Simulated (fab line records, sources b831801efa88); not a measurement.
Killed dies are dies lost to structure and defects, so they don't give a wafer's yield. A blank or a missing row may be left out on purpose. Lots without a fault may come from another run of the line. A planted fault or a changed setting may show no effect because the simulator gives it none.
A struck lot beside a sound one | flow gf180mcu | 16 steps out of a route of 602
Sound: wafers L602.2, L602.5, L602.6. Struck: wafers L614.2, L614.4, L614.5. The cause comes at the end.
At each step with rows: each side's tool, then ch and its chambers, then its first start. Under that, the readings that differ: sound wafers | struck wafers | difference of the means | sigmas: that difference in standard deviations of wafers without a fault.
alike: readings whose means differ by less than 2 such deviations, and words and numbers that are the same on both sides. not compared: withheld readings, readings that some wafer has no value for, bounds like >300 that may hide the same value, and numbers for which the record gives no deviation and whose values overlap.
The two part at a step that has a row with sigmas, a row that says differs or no value, or rows on one side only. Numbers that don't overlap but have no deviation are shown without sigmas and don't part them. A reading that every wafer of one side lacks parts them only if that side has two wafers or more.

GF_MIM_STRIP_20: strips in O2/N2.
  sound on plasma_asher-03 ch 0,1, day 25 18:04; struck on plasma_asher-03 ch 0,1, day 29 14:51
  alike: drypump_motor_current_A, heater_power_w, oes_product_au, strip_time_to_endpoint_s
  not compared: rf_hours_counter_h
then, 9 steps without rows for these wafers: GF_MIM_STRIP_21 (strips in post etch residue remover, time 1200 s); GF_MIM_CLEAN_22 (cleans in DIW); GF_M5_DEHYDRATE_00 (time 60 s); GF_M5_HMDS_01 (prime time 60 s); GF_M5_COAT_02 (resist thk 1000 nm); GF_M5_SOFTBAKE_03 (time 60 s); GF_M5_EXPOSE_04 (exposes mask Metal5, target cd 280 nm); GF_M5_PEB_05 (peb time 90 s); GF_M5_DEVELOP_06 (develop time 60 s).
GF_M5_CD_MEAS_07: target cd 280 nm.
  sound on cd_sem-02, day 26 15:18; struck on cd_sem-01, day 30 10:01
  alike: cd_nm
GF_M5_OVL_MEAS_08:
  sound on overlay-02, day 26 15:25; struck on overlay-01, day 30 10:08
  alike: M5_OVL
GF_M5_ETCH_09: etches Si3N4 in CF4/O2, target depth 52 nm, time 11.6 s.
  sound on rie_diel-02 ch 2,3, day 26 15:26; struck on rie_diel-03 ch 0,3, day 30 10:10
  no value came back on the struck wafers for any of 6 readings (O2_flow_sccm (sccm), bias_w (W) and others); on the sound wafers O2_flow_sccm (sccm) reads 10.03 10.06 10.00
  reading                             | sound           | struck            | difference | sigmas
  model.KrF_of_M5_COAT_02.thk_nm (nm) | 951 951.1 949.9 | 988.3 986.5 986.6 | +36.5      |
  not compared: rf_hours_counter_h
GF_M5_METAL_ETCH_10: etches the open film in Cl2/BCl3, stops on SiO2, target depth 627.5 nm, time 104.6 s.
  sound on rie_metal-04 ch 0,1, day 26 15:28; struck on rie_metal-01 ch 0, day 30 10:11
  reading                             | sound          | struck            | difference | sigmas
  drypump_motor_current_A (A)         | 5.97 5.70 5.97 | 6.33 6.32 6.34    | +0.45      | +2
  model.KrF_of_M5_COAT_02.thk_nm (nm) | 702 696.3 701  | 739.4 736.8 736.9 | +37.9      |
  alike: bcl3_flow_sccm, bias_w, oes_product_au, throttle_valve_pct
  not compared: rf_hours_counter_h
GF_M5_STRIP_11: strips in O2/N2.
  sound on plasma_asher-02 ch 0,1, day 26 15:34; struck on plasma_asher-01 ch 0, day 30 10:17
  reading                      | sound             | struck            | difference | sigmas
  oes_product_au (a.u.)        | 0.541 0.552 0.546 | 0.561 0.561 0.559 | +0.014     | +3
  strip_time_to_endpoint_s (s) | 7.56 7.49 7.54    | 7.94 7.89 7.89    | +0.38      | +13
  alike: drypump_motor_current_A, heater_power_w
  not compared: rf_hours_counter_h
then, 1 step without rows for these wafers: GF_M5_STRIP_12 (strips in post etch residue remover, time 1200 s).

WHERE THEY PART
First at GF_M5_ETCH_09; last, within this record, at GF_M5_STRIP_11.

WHY: what the simulator had put in
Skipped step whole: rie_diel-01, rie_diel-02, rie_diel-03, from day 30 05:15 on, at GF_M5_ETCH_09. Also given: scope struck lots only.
